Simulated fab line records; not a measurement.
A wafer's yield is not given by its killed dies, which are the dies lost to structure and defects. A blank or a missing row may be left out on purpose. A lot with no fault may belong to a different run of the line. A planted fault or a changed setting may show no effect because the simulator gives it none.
Problem report, 8D (eight disciplines) form, completed by code || flow sky130 || the parts of the form that need people (team, actions taken, sign-off) are left out

1. WHAT IS WRONG
At SKY_METAL4_COAT_07, spin speed rpm averages 2939.0 rpm over 6 wafers from 2 lots, while fault-free wafers read 3000.4 rpm, standard deviation 1.7. Measured from the usual mean, that is -36 standard deviations.
The step: resist thk 60 nm.
First observed at day 44 17:11: wafer L286.3, on litho track-04. The record has a number at this step for 39 wafers belonging to 13 lots. By rule, "out" or "out of limits" means more than 4 standard deviations away from the usual mean. The other wafers with a number count as sound.

2. WHAT IT IS; WHAT IT IS NOT
{"question": "which readings at this step", "is": "spin speed rpm", "is not": "dispense pressure kPa"}
{"question": "which lots", "is": "L286, L287", "is not": "L273, L275, L276, L277, L278, L279, L282, L288, L289, L291, L296"}
{"question": "which wafers of those lots", "is": "all that have a number", "is not": "-"}
{"question": "read on which tools", "is": "litho track-04", "is not": "litho track-01, litho track-02"}
{"question": "when", "is": "from day 44 17:11", "is not": "up to then (21 sound wafers); but 12 sound wafers of L288, L289, L291, L296 came after"}

3. THE SUSPECTS, EACH WITH WHAT RULES IT OUT
Counting: any tool at a process step up to the reading is kept as a suspect provided that every lot that is out went through it and no sound lot did after the first of them.
- pecvd-04 at SKY_CAP2M_CVD_00 (deposits SiO2, target thk 15.5 nm): ruled out as a lasting fault. Sound lots L296 ran on it after its first lot that is out, L286 (day 43 06:15).
- litho track-04 at SKY_METAL4_COAT_07 (resist thk 60 nm): kept. It ran every lot that is out, first L286 (day 44 17:11), and no sound lot after that; its last sound lot up to then is L278 (day 42 12:00). Its own spin speed rpm readings are out on those wafers.
After counting, what remains is litho track-04 at SKY_METAL4_COAT_07.

4. THE CAUSE (what the simulator had put in)
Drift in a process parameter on litho track-04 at SKY_METAL4_COAT_07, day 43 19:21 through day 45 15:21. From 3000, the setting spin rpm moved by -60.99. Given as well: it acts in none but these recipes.
The count eliminated every tool but this one.

5. THE CHAIN OF EFFECTS, in route order
Each row: a reading where the mean over the struck wafers with a number is more than 3 standard deviations away from the usual. Only readings whose record carries a usual standard deviation are examined. hours: median over the lots of the time between each lot's start at the first step of this table that gives one and its start at this step. sigmas: the change, counted in usual standard deviations.
{"hours": 0, "step": "SKY_METAL4_COAT_07", "reading": "spin speed rpm", "usual": "3000.4 rpm", "on struck wafers": 2939.0, "change": -61.4, "sigmas": -36}
Here are the process steps it includes:
- SKY_METAL4_COAT_07: resist thk 60 nm.

6. HOW IT WOULD HAVE BEEN CAUGHT EARLIER
In this record the first reading out of limits was taken at day 44 17:11, 22 hours after the fault began at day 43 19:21.
